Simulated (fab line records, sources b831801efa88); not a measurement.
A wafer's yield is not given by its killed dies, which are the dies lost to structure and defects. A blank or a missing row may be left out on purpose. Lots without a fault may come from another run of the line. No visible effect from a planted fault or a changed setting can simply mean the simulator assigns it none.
The tool behind it: which one? || flow sfq line || 14 lots, 42 wafers sampled, at 4 steps of a route of 325

== WHAT EACH GAUGE READ, for each wafer ==
SFQ_INCOMING_BOW_MEAS_900.
{"lot": "L686", "measured": "day 1 10:01", "on": "film metro-04", "INCOMING_BOW (um)": "-3 -2 -3"}
{"lot": "L688", "measured": "day 1 20:00", "on": "film metro-03", "INCOMING_BOW (um)": "8 3 -3"}
{"lot": "L689", "measured": "day 2 01:02", "on": "film metro-01", "INCOMING_BOW (um)": "0 14 2"}
{"lot": "L690", "measured": "day 2 06:04", "on": "film metro-01", "INCOMING_BOW (um)": "-6 0 -9"}
{"lot": "L691", "measured": "day 2 11:04", "on": "film metro-01", "INCOMING_BOW (um)": "-1 -3 2"}
{"lot": "L692", "measured": "day 2 16:00", "on": "film metro-01", "INCOMING_BOW (um)": "-14 5 -12"}
{"lot": "L693", "measured": "day 2 21:01", "on": "film metro-04", "INCOMING_BOW (um)": "0 4 0"}
{"lot": "L694", "measured": "day 3 02:01", "on": "film metro-03", "INCOMING_BOW (um)": "-4 6 -3"}
{"lot": "L700", "measured": "day 4 08:02", "on": "film metro-01", "INCOMING_BOW (um)": "-1 1 1"}
{"lot": "L702", "measured": "day 4 18:01", "on": "film metro-03", "INCOMING_BOW (um)": "14 -6 0"}
{"lot": "L703", "measured": "day 4 23:00", "on": "film metro-04", "INCOMING_BOW (um)": "6 -2 -13"}
{"lot": "L704", "measured": "day 5 04:00", "on": "film metro-03", "INCOMING_BOW (um)": "4 -2 2"}
{"lot": "L707", "measured": "day 5 19:01", "on": "film metro-03", "INCOMING_BOW (um)": "-14 6 2"}
{"lot": "L708", "measured": "day 6 00:02", "on": "film metro-01", "INCOMING_BOW (um)": "0 9 2"}

SFQ_I0_OVL_MEAS_908.
{"lot": "L686", "measured": "day 9 23:38", "on": "overlay-01", "I0_OVL (nm)": "-1 4 -2"}
{"lot": "L688", "measured": "day 10 04:26", "on": "overlay-02", "I0_OVL (nm)": "-6 3 -2"}
{"lot": "L689", "measured": "day 10 08:02", "on": "overlay-01", "I0_OVL (nm)": "-5 1 5"}
{"lot": "L690", "measured": "day 10 11:39", "on": "overlay-01", "I0_OVL (nm)": "-3 2 0"}
{"lot": "L691", "measured": "day 10 18:06", "on": "overlay-01", "I0_OVL (nm)": "-6 -4 -10"}
{"lot": "L692", "measured": "day 11 01:17", "on": "overlay-02", "I0_OVL (nm)": "-2 3 4"}
{"lot": "L693", "measured": "day 11 06:05", "on": "overlay-02", "I0_OVL (nm)": "-9 -10 -11"}
{"lot": "L694", "measured": "day 11 09:41", "on": "overlay-01", "I0_OVL (nm)": "6 6 -1"}
{"lot": "L700", "measured": "day 13 00:51", "on": "overlay-01", "I0_OVL (nm)": "1 0 6"}
{"lot": "L702", "measured": "day 13 20:02", "on": "overlay-01", "I0_OVL (nm)": "-1 1 -2"}
{"lot": "L703", "measured": "day 14 04:26", "on": "overlay-01", "I0_OVL (nm)": "-6 -5 -12"}
{"lot": "L704", "measured": "day 14 08:02", "on": "overlay-01", "I0_OVL (nm)": "0 -6 -3"}
{"lot": "L707", "measured": "day 15 02:02", "on": "overlay-01", "I0_OVL (nm)": "0 -4 -6"}
{"lot": "L708", "measured": "day 15 10:33", "on": "overlay-02", "I0_OVL (nm)": "-6 -2 -5"}

SFQ_I5_OVL_MEAS_936.
{"lot": "L686", "measured": "day 65 22:55", "on": "overlay-02", "I5_OVL (nm)": "-5 -3 2"}
{"lot": "L688", "measured": "day 66 04:55", "on": "overlay-01", "I5_OVL (nm)": "8 -2 -1"}
{"lot": "L689", "measured": "day 66 06:15", "on": "overlay-01", "I5_OVL (nm)": "5 1 6"}
{"lot": "L690", "measured": "day 66 07:28", "on": "overlay-01", "I5_OVL (nm)": "-2 1 3"}
{"lot": "L691", "measured": "day 66 15:01", "on": "overlay-02", "I5_OVL (nm)": "-6 -3 -1"}
{"lot": "L692", "measured": "day 66 16:31", "on": "overlay-02", "I5_OVL (nm)": "-2 -7 -2"}
{"lot": "L693", "measured": "day 66 18:56", "on": "overlay-01", "I5_OVL (nm)": "-9 -2 -9"}
{"lot": "L694", "measured": "day 66 23:44", "on": "overlay-01", "I5_OVL (nm)": "9 7 7"}
{"lot": "L700", "measured": "day 67 11:45", "on": "overlay-01", "I5_OVL (nm)": "0 -2 -5"}
{"lot": "L702", "measured": "day 74 19:34", "on": "overlay-02", "I5_OVL (nm)": "-8 -1 -5"}
{"lot": "L703", "measured": "day 75 00:22", "on": "overlay-02", "I5_OVL (nm)": "-5 -14 -8"}
{"lot": "L704", "measured": "day 75 01:34", "on": "overlay-02", "I5_OVL (nm)": "-5 -3 -1"}
{"lot": "L707", "measured": "day 77 09:12", "on": "overlay-02", "I5_OVL (nm)": "2 -3 1"}
{"lot": "L708", "measured": "day 77 12:48", "on": "overlay-02", "I5_OVL (nm)": "11 6 5"}

== WHAT TOOL EACH LOT RAN ON (gives the tool, then ch and the chambers of the sampled wafers, and finally the start) ==
{"lot": "L686", "SFQ_TRILAYER_L0_LITHO_COAT_005": "litho track-02 ch 0, day 1 13:05"}
{"lot": "L688", "SFQ_TRILAYER_L0_LITHO_COAT_005": "litho track-01 ch 0, day 1 23:02"}
{"lot": "L689", "SFQ_TRILAYER_L0_LITHO_COAT_005": "litho track-02 ch 0, day 2 04:08"}
{"lot": "L690", "SFQ_TRILAYER_L0_LITHO_COAT_005": "litho track-01 ch 0, day 2 09:11"}
{"lot": "L691", "SFQ_TRILAYER_L0_LITHO_COAT_005": "litho track-04 ch 0, day 2 14:11"}
{"lot": "L692", "SFQ_TRILAYER_L0_LITHO_COAT_005": "litho track-01 ch 0, day 2 19:02"}
{"lot": "L693", "SFQ_TRILAYER_L0_LITHO_COAT_005": "litho track-04 ch 0, day 3 00:05"}
{"lot": "L694", "SFQ_TRILAYER_L0_LITHO_COAT_005": "litho track-04 ch 0, day 3 05:05"}
{"lot": "L700", "SFQ_TRILAYER_L0_LITHO_COAT_005": "litho track-04 ch 0, day 4 11:08"}
{"lot": "L702", "SFQ_TRILAYER_L0_LITHO_COAT_005": "litho track-04 ch 0, day 4 21:05"}
{"lot": "L703", "SFQ_TRILAYER_L0_LITHO_COAT_005": "litho track-04 ch 0, day 5 02:02"}
{"lot": "L704", "SFQ_TRILAYER_L0_LITHO_COAT_005": "litho track-01 ch 0, day 5 07:17"}
{"lot": "L707", "SFQ_TRILAYER_L0_LITHO_COAT_005": "litho track-02 ch 0, day 5 22:05"}
{"lot": "L708", "SFQ_TRILAYER_L0_LITHO_COAT_005": "litho track-02 ch 0, day 6 03:19"}
- SFQ_TRILAYER_L0_LITHO_COAT_005: resist thk 600 nm.

== AS READ BY THE TOOLS THEMSELVES (means over the sampled wafers that have a number; for cases with no such wafer, the mark the record gives instead) ==
SFQ_TRILAYER_L0_LITHO_COAT_005.
{"lot": "L686", "tool": "litho track-02", "spin speed rpm (rpm)": 3002.0}
{"lot": "L688", "tool": "litho track-01", "spin speed rpm (rpm)": 2999.2}
{"lot": "L689", "tool": "litho track-02", "spin speed rpm (rpm)": 3000.0}
{"lot": "L690", "tool": "litho track-01", "spin speed rpm (rpm)": 3000.9}
{"lot": "L691", "tool": "litho track-04", "spin speed rpm (rpm)": 3000.0}
{"lot": "L692", "tool": "litho track-01", "spin speed rpm (rpm)": 3001.1}
{"lot": "L693", "tool": "litho track-04", "spin speed rpm (rpm)": 2999.3}
{"lot": "L694", "tool": "litho track-04", "spin speed rpm (rpm)": 3000.9}
{"lot": "L700", "tool": "litho track-04", "spin speed rpm (rpm)": 3001.7}
{"lot": "L702", "tool": "litho track-04", "spin speed rpm (rpm)": 2619.2}
{"lot": "L703", "tool": "litho track-04", "spin speed rpm (rpm)": 2620.3}
{"lot": "L704", "tool": "litho track-01", "spin speed rpm (rpm)": 3000.1}
{"lot": "L707", "tool": "litho track-02", "spin speed rpm (rpm)": 2999.3}
{"lot": "L708", "tool": "litho track-02", "spin speed rpm (rpm)": 2998.1}

== THE ANSWER, worked out from the rows above alone ==
Rule: usual is defined by the lots themselves. The widest of any qualifying gaps counts: lots, ordered by their means at a reading, are off when they make up no more than a third of the lots, leave a main group of 4 or more, and stand apart from it by 3 or more times the standard deviation of that group's means. If all means in a main group match to the digits the tables above print for the reading, that group is not used. Also off: a lot with no number at a reading for which 4 or more lots have one. Where the step has rows for the other lots, those lots are counted as sound. The gauges are gone through in route order, then the tools' own readings, and for those a lot's mean is taken as printed above. At the first step where some lot is off, the reading lying furthest off is the one used; lots without a number count as furthest.
Off at SFQ_TRILAYER_L0_LITHO_COAT_005 (spin speed rpm): L702, L703. The main group has a mean of 3000.2 rpm with a standard deviation of 1.1.
A tool fits if, at that step or a process step before it, it ran every lot that is off, and no sound lot after the first of them. One fits: litho track-04 at SFQ_TRILAYER_L0_LITHO_COAT_005. A fault onset in the window from L700 (day 4 11:08, its last sound lot) to L702 (day 4 21:05, its first lot off) fits.
On the lots that are off, the tool's own readings at SFQ_TRILAYER_L0_LITHO_COAT_005 differ by more than 5 times the standard deviation of the sound lots' means, which bears it out; spin speed rpm reads 2619.8 rpm there versus 3000.2 rpm on the sound lots.

== WHAT THE SIMULATOR HAD PUT IN ==
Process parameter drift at SFQ_TRILAYER_L0_LITHO_COAT_005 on litho track-04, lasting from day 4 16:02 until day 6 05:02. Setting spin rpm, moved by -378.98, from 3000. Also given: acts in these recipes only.
Shown lots that were struck: L702, L703. The rule above reached the same finding.
